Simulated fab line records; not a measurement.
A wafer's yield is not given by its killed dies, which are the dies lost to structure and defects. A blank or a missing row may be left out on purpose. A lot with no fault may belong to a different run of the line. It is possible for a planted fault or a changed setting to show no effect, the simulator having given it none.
fab line records | flow sky130
record: lots: 14 | wafers: 42 | last-day: 50
route steps=708 shown DNWELL@44 LDD_N@246 CONTACT@406
lots with no fault: from the same line, run without faults
start-h: hours from the record's opening day to when the first of the lot's shown wafers began | wait-h: hours since the lot's step before | " repeats the value in the row above | L1.1+2: a row that stands for several wafers | - no value present, or no start provided | * or withheld: withheld | < > ~ a bound
route shown NAME@n: NAME is a module with steps in the file, n the number in the route of the first one | usual: mean/standard deviation of fault-free wafers | same: alike in all rows | chamber/n: place in a boat | sites: per-site readings | _std_site: standard deviation of those values | _edge_site: inner sites' mean taken away from outer sites' mean | radius-mm: for every site, how far away it sits from the centre of the wafer | mask NAME#n: copy n | behind: the most recent tool/chamber to have shaped the wafer | hold: cause of the lot's hold/its duration in hours/its outcome | device: whichever transistor did not switch (one of n, p or np) | end of line: the tests these same wafers got at the end of their route | a step with no rows: only its recipe | killed: dies lost to structure and defects at the first sort, not the wafer's yield | map: dies across one wafer; x = killed, . = not, _ = none there
set.NAME: the setting as run; set.NAME@STEP: as run at that earlier step | model.NAME: the simulator's own value behind a step, which no gauge read
route steps across a sampled set of lots; one table per step, one row per wafer
services: a tool's chamber out of use, with start hour (start-h, from the record's first day; less than 0 if before it), hours out, and reason
== steps ==
step: SKY_DNWELL_TW_MEAS_09
usual: DNWELL_TW: 1113/13
lot.wafer | tool          | chamber | start-h | wait-h | DNWELL_TW
L432.2    | film-metro-03 | -       | 55.22   | 0.1    | 1094
L432.3    | "             | -       | "       | "      | 1096
L432.6    | "             | -       | "       | "      | 1094
L434.2    | film-metro-02 | -       | 65.26   | 0.1    | 1124
L434.4    | "             | -       | "       | "      | 1130
L434.5    | "             | -       | "       | "      | 1131
L435.2    | film-metro-02 | -       | 70.50   | 0.1    | 1122
L435.3    | "             | -       | "       | "      | 1116
L435.6    | "             | -       | "       | "      | 1128
L436.3    | film-metro-01 | -       | 76.71   | 0.1    | 1126
L436.4    | "             | -       | "       | "      | 1123
L436.5    | "             | -       | "       | "      | 1125
L437.2    | film-metro-01 | -       | 83.75   | 0.1    | 1122
L437.5    | "             | -       | "       | "      | 1120
L437.6    | "             | -       | "       | "      | 1118
L440.4    | film-metro-01 | -       | 95.57   | 0.1    | 1128
L440.5    | "             | -       | "       | "      | 1117
L440.6    | "             | -       | "       | "      | 1116
L443.1    | film-metro-02 | -       | 112.23  | 0.1    | 1124
L443.2    | "             | -       | "       | "      | 1119
L443.5    | "             | -       | "       | "      | 1111
L444.3    | film-metro-03 | -       | 116.57  | 0.1    | 1107
L444.5    | "             | -       | "       | "      | 1109
L444.6    | "             | -       | "       | "      | 1109
L446.1    | film-metro-01 | -       | 125.26  | 0.1    | 1123
L446.2    | "             | -       | "       | "      | 1124
L446.5    | "             | -       | "       | "      | 1130
L447.1    | film-metro-03 | -       | 132.00  | 0.1    | 1105
L447.5    | "             | -       | "       | "      | 1102
L447.6    | "             | -       | "       | "      | 1103
L448.1    | film-metro-03 | -       | 140.01  | 0.1    | 1102
L448.5    | "             | -       | "       | "      | 1102
L448.6    | "             | -       | "       | "      | 1096
L452.1    | film-metro-02 | -       | 158.86  | 0.1    | 1132
L452.3    | "             | -       | "       | "      | 1137
L452.6    | "             | -       | "       | "      | 1132
L453.3    | film-metro-03 | -       | 165.37  | 0.1    | 1100
L453.4    | "             | -       | "       | "      | 1100
L453.5    | "             | -       | "       | "      | 1101
L455.3    | film-metro-02 | -       | 179.41  | 0.1    | 1116
L455.4    | "             | -       | "       | "      | 1118
L455.5    | "             | -       | "       | "      | 1116
step: SKY_LDD_N_IMPLANT_09
recipe: species: As | energy-kev: 20 | dose-cm2: 7.5e+13 | tilt-deg: withheld | rotation-deg: 113
usual: end-station-pressure-torr: 5.3e-06/2.8e-07 | rotation-deg: 113.00/0.03
same: implant-ion-amu: 75
lot.wafer | tool         | chamber | start-h | wait-h | end-station-pressure-torr | rotation-deg
L432.2    | implanter-03 | 0       | 404.82  | 0.1    | 4.93e-06                  | 113.02
L432.3    | "            | 0       | "       | "      | 5.79e-06                  | 113.01
L432.6    | "            | 0       | "       | "      | 5.12e-06                  | 113.02
L434.2    | implanter-04 | 0       | 423.01  | 0.1    | 4.89e-06                  | 113.03
L434.4    | "            | 0       | "       | "      | 5.27e-06                  | 113.03
L434.5    | "            | 0       | "       | "      | 5.57e-06                  | 113.03
L435.2    | implanter-03 | 0       | 440.86  | 0.1    | 5e-06                     | 113.01
L435.3    | "            | 0       | "       | "      | 4.84e-06                  | 113.03
L435.6    | "            | 0       | "       | "      | 5.3e-06                   | 113.05
L436.3    | implanter-01 | 0       | 447.00  | 0.1    | 5.17e-06                  | 113.00
L436.4    | "            | 0       | "       | "      | 5.24e-06                  | 112.99
L436.5    | "            | 0       | "       | "      | 6.02e-06                  | 113.04
L437.2    | implanter-04 | 0       | 458.15  | 0.1    | 5.37e-06                  | 112.98
L437.5    | "            | 0       | "       | "      | 5.27e-06                  | 112.95
L437.6    | "            | 0       | "       | "      | 4.98e-06                  | 112.99
L440.4    | implanter-04 | 0       | 476.32  | 0.1    | 5.34e-06                  | 112.99
L440.5    | "            | 0       | "       | "      | 5.34e-06                  | 113.00
L440.6    | "            | 0       | "       | "      | 5.1e-06                   | 112.97
L443.1    | implanter-01 | 0       | 505.62  | 0.1    | 5.43e-06                  | 228.11
L443.2    | "            | 0       | "       | "      | 5.68e-06                  | 228.12
L443.5    | "            | 0       | "       | "      | 5.26e-06                  | 228.11
L444.3    | implanter-04 | 0       | 518.05  | 0.1    | 5.23e-06                  | 112.99
L444.5    | "            | 0       | "       | "      | 5.15e-06                  | 113.03
L444.6    | "            | 0       | "       | "      | 4.95e-06                  | 112.97
L446.1    | implanter-01 | 0       | 528.95  | 0.1    | 5.38e-06                  | 228.12
L446.2    | "            | 0       | "       | "      | 5.61e-06                  | 228.15
L446.5    | "            | 0       | "       | "      | 4.86e-06                  | 228.12
L447.1    | implanter-04 | 0       | 533.37  | 0.1    | 5.31e-06                  | 113.03
L447.5    | "            | 0       | "       | "      | 5.44e-06                  | 112.98
L447.6    | "            | 0       | "       | "      | 5.12e-06                  | 112.96
L448.1    | implanter-03 | 0       | 547.52  | 0.1    | 5.72e-06                  | 112.98
L448.5    | "            | 0       | "       | "      | 5.75e-06                  | 113.02
L448.6    | "            | 0       | "       | "      | 5.74e-06                  | 113.05
L453.3    | implanter-03 | 0       | 582.05  | 0.1    | 5.62e-06                  | 112.99
L453.4    | "            | 0       | "       | "      | 5.74e-06                  | 113.02
L453.5    | "            | 0       | "       | "      | 5.18e-06                  | 112.99
L452.1    | implanter-03 | 0       | 586.75  | 0.1    | 5.12e-06                  | 113.07
L452.3    | "            | 0       | "       | "      | 4.92e-06                  | 113.02
L452.6    | "            | 0       | "       | "      | 5.68e-06                  | 113.06
L455.3    | implanter-04 | 0       | 603.53  | 0.1    | 5.39e-06                  | 112.99
L455.4    | "            | 0       | "       | "      | 5.7e-06                   | 113.00
L455.5    | "            | 0       | "       | "      | 4.71e-06                  | 113.01
step: SKY_CONTACT_CVD_00
recipe: material: Si3N4 | target-thk-nm: 75 | temp-c: 400 | time-s: withheld | rf-w: 450
usual: heater-power-w: 725/77
lot.wafer | tool     | chamber | start-h | wait-h | heater-power-w
L432.2    | pecvd-03 | 0       | 710.05  | 0.0    | 794
L432.3    | "        | 1       | "       | "      | 712
L432.6    | "        | 0       | "       | "      | 779
L434.2    | pecvd-03 | 0       | 725.02  | 0.0    | 795
L434.4    | "        | 0       | "       | "      | 789
L434.5    | "        | 2       | "       | "      | 708
L435.2    | pecvd-02 | 2       | 740.46  | 0.0    | 672
L435.3    | "        | 1       | "       | "      | 645
L435.6    | "        | 2       | "       | "      | 686
L437.2    | pecvd-02 | 0       | 760.38  | 0.0    | 859
L437.5    | "        | 1       | "       | "      | 677
L437.6    | "        | 2       | "       | "      | 731
L436.3    | pecvd-03 | 1       | 760.93  | 0.0    | 671
L436.4    | "        | 1       | "       | "      | 680
L436.5    | "        | 2       | "       | "      | 632
L440.4    | pecvd-03 | 2       | 772.19  | 0.0    | 733
L440.5    | "        | 0       | "       | "      | 769
L440.6    | "        | 1       | "       | "      | 770
L443.1    | pecvd-03 | 1       | 796.61  | 0.0    | 696
L443.2    | "        | 0       | "       | "      | 773
L443.5    | "        | 2       | "       | "      | 733
L444.3    | pecvd-02 | 1       | 807.54  | 0.0    | 711
L444.5    | "        | 1       | "       | "      | 545
L444.6    | "        | 2       | "       | "      | 700
L446.1    | pecvd-04 | 2       | 818.71  | 0.0    | 641
L446.2    | "        | 1       | "       | "      | 654
L446.5    | "        | 1       | "       | "      | 673
L447.1    | pecvd-03 | 1       | 821.53  | 0.0    | 778
L447.5    | "        | 2       | "       | "      | 710
L447.6    | "        | 1       | "       | "      | 785
L448.1    | pecvd-04 | 2       | 835.18  | 0.0    | 622
L448.5    | "        | 0       | "       | "      | 761
L448.6    | "        | 2       | "       | "      | 657
L453.3    | pecvd-02 | 2       | 866.80  | 0.0    | 700
L453.4    | "        | 0       | "       | "      | 804
L453.5    | "        | 1       | "       | "      | 670
L452.1    | pecvd-03 | 1       | 868.60  | 0.0    | 747
L452.3    | "        | 2       | "       | "      | 652
L452.6    | "        | 2       | "       | "      | 674
L455.3    | pecvd-02 | 2       | 884.48  | 0.0    | 632
L455.4    | "        | 1       | "       | "      | 688
L455.5    | "        | 0       | "       | "      | 941
step: SKY_CONTACT_THK_MEAS_03
recipe: reads: SiO2_of_CONTACT_HDPCVD_02
usual: CONTACT_HDPCVD_THK: 565/5.5
lot.wafer | tool          | chamber | start-h | wait-h | CONTACT_HDPCVD_THK[nm]
L432.2    | film-metro-02 | -       | 710.22  | 0.0    | 567
L432.3    | "             | -       | "       | "      | 575
L432.6    | "             | -       | "       | "      | 575
L434.2    | film-metro-04 | -       | 725.19  | 0.0    | 562
L434.4    | "             | -       | "       | "      | 570
L434.5    | "             | -       | "       | "      | 564
L435.2    | film-metro-02 | -       | 740.63  | 0.0    | 564
L435.3    | "             | -       | "       | "      | 569
L435.6    | "             | -       | "       | "      | 566
L437.2    | film-metro-04 | -       | 760.55  | 0.0    | 566
L437.5    | "             | -       | "       | "      | 565
L437.6    | "             | -       | "       | "      | 561
L436.3    | film-metro-04 | -       | 761.11  | 0.1    | 561
L436.4    | "             | -       | "       | "      | 561
L436.5    | "             | -       | "       | "      | 556
L440.4    | film-metro-02 | -       | 772.36  | 0.0    | 562
L440.5    | "             | -       | "       | "      | 565
L440.6    | "             | -       | "       | "      | 569
L443.1    | film-metro-02 | -       | 796.77  | 0.0    | 562
L443.2    | "             | -       | "       | "      | 563
L443.5    | "             | -       | "       | "      | 553
L444.3    | film-metro-04 | -       | 807.72  | 0.1    | 568
L444.5    | "             | -       | "       | "      | 561
L444.6    | "             | -       | "       | "      | 556
L446.1    | film-metro-01 | -       | 818.89  | 0.0    | 569
L446.2    | "             | -       | "       | "      | 564
L446.5    | "             | -       | "       | "      | 564
L447.1    | film-metro-01 | -       | 821.69  | 0.0    | 555
L447.5    | "             | -       | "       | "      | 556
L447.6    | "             | -       | "       | "      | 561
L448.1    | film-metro-01 | -       | 835.36  | 0.0    | 561
L448.5    | "             | -       | "       | "      | 567
L448.6    | "             | -       | "       | "      | 562
L453.3    | film-metro-01 | -       | 866.99  | 0.1    | 567
L453.4    | "             | -       | "       | "      | 568
L453.5    | "             | -       | "       | "      | 562
L452.1    | film-metro-04 | -       | 868.77  | 0.0    | 572
L452.3    | "             | -       | "       | "      | 572
L452.6    | "             | -       | "       | "      | 571
L455.3    | film-metro-01 | -       | 884.70  | 0.1    | 564
L455.4    | "             | -       | "       | "      | 566
L455.5    | "             | -       | "       | "      | 562
== services ==
tool         | chamber | start-h | hours | kind
pecvd-02     | 1       | 392.12  | 12.9  | repair
implanter-04 | -       | 397.01  | 4.4   | repair
pecvd-02     | -       | 407.16  | 6.0   | pm
implanter-04 | -       | 414.82  | 4.2   | repair
pecvd-03     | -       | 415.82  | 0.5   | repair
pecvd-03     | 2       | 438.31  | 6.2   | repair
implanter-03 | -       | 444.97  | 8.3   | repair
pecvd-03     | -       | 469.18  | 1.1   | repair
implanter-04 | -       | 484.13  | 2.8   | repair
pecvd-02     | -       | 488.08  | 14.6  | pm
pecvd-03     | 2       | 489.33  | 4.4   | repair
implanter-03 | -       | 506.50  | 3.4   | pm
pecvd-03     | -       | 523.59  | 1.8   | repair
pecvd-02     | -       | 537.26  | 0.4   | repair
pecvd-03     | -       | 564.53  | 5.5   | pm
pecvd-02     | -       | 623.64  | 0.9   | repair
implanter-04 | -       | 647.89  | 4.5   | pm
pecvd-02     | -       | 648.89  | 0.6   | repair
pecvd-02     | -       | 657.20  | 5.5   | pm
implanter-04 | -       | 679.89  | 4.9   | pm
pecvd-03     | -       | 688.88  | 6.0   | pm
pecvd-03     | -       | 828.46  | 2.8   | pm
pecvd-03     | 2       | 834.92  | 5.0   | repair
pecvd-03     | -       | 871.37  | 2.7   | repair
== key ==
first-sign: step: SKY_LDD_N_IMPLANT_09 | reading: rotation-deg | direction: up | sigmas: 99+ | usual: 113.00 | struck: 228.12
effect none on later readings
met-at SKY_LDD_N_IMPLANT_09
struck-lots L443,L446
tester-left-out L443,L446
not-acting-at SKY_DNWELL_TW_MEAS_09,SKY_CONTACT_CVD_00,SKY_CONTACT_THK_MEAS_03
onset-between 447.00 505.62
fault: kind: process-parameter-drift | tool: implanter-01 | chamber: - | onset-h: 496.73 | steps: SKY_LDD_N_IMPLANT_09 | channel: rotation-deg | offset: 115.13 | shape: step | end-h: 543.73 | acts-in: these-recipes-only | stated: 113
tester-left-out: of these lots the tester's yield and bins aren't shown, on N5 and GAA mostly nor the transistor test; their killed dies are dies lost to structure and defects alone, not to doping, threshold or leakage, so they don't give the yield
